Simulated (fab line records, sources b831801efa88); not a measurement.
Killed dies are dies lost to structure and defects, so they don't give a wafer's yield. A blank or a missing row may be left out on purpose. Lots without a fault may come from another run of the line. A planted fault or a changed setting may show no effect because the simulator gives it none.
One fault seen from 2 desks | flow gf180mcu | each desk has only its own numbers; what lay behind them comes last

THE TOOL OWNER'S DESK: pecvd-01
The tool's own readings at GF_V1_CVD_02 (deposits SiO2 from TEOS, target thk 850 nm, time 94.851 s): means of the sampled wafers that have a number, for each lot that ran on this tool. A lot is out of limits, marked OUT, if its mean lies more than 4 standard deviations from the usual mean; the brackets give that distance.
Columns: A = heater_power_w at GF_V1_CVD_02, usual 651 W
lot  | first seen here | A
L756 | day 21 15:47    | 586
L766 | day 24 19:16    | 597
This desk's finding: nothing out of limits on any of the 2 lots.

THE METROLOGY DESK
What the gauges read, lot by lot, whatever tool the lot ran on: means of the sampled wafers that have a number. A lot is out of limits, marked OUT, if its mean lies more than 4 standard deviations from the usual mean; the brackets give that distance.
Columns: A = HV_LDD_CVD_54_THK at GF_HV_LDD_THK_MEAS_55, usual 10.06 nm; B = V1_CVD_02_THK at GF_V1_THK_MEAS_03, usual 851 nm; C = cd_nm at GF_M2_CD_MEAS_14, usual 279.8 nm
lot  | first seen here | A     | B   | C
L745 | day 12 08:38    | 9.94  | 868 | 280.6
L746 | day 12 15:54    | 10.16 | 855 | 280.2
L747 | day 13 03:16    | 9.92  | 858 | 281.1
L748 | day 13 16:38    | 10.09 | 848 | 277.8
L756 | day 16 10:52    | 10.03 | 799 | 280.8
L757 | day 16 20:56    | 9.99  | 848 | 281.6
L759 | day 17 04:23    | 10.28 | 845 | 278.2
L760 | day 17 12:54    | 10.33 | 849 | 279.5
L762 | day 18 02:40    | 10.06 | 845 | 280.6
L765 | day 19 08:55    | 10.15 | 841 | 280.0
L766 | day 19 18:16    | 10.20 | 842 | 278.1
L768 | day 20 04:13    | 10.01 | 823 | 279.5
This desk's finding: nothing out of limits on any of the 12 lots.

PUT TOGETHER
The tool owner's desk saw nothing out of limits.
The metrology desk saw nothing out of limits.

WHAT THE SIMULATOR HAD PUT IN
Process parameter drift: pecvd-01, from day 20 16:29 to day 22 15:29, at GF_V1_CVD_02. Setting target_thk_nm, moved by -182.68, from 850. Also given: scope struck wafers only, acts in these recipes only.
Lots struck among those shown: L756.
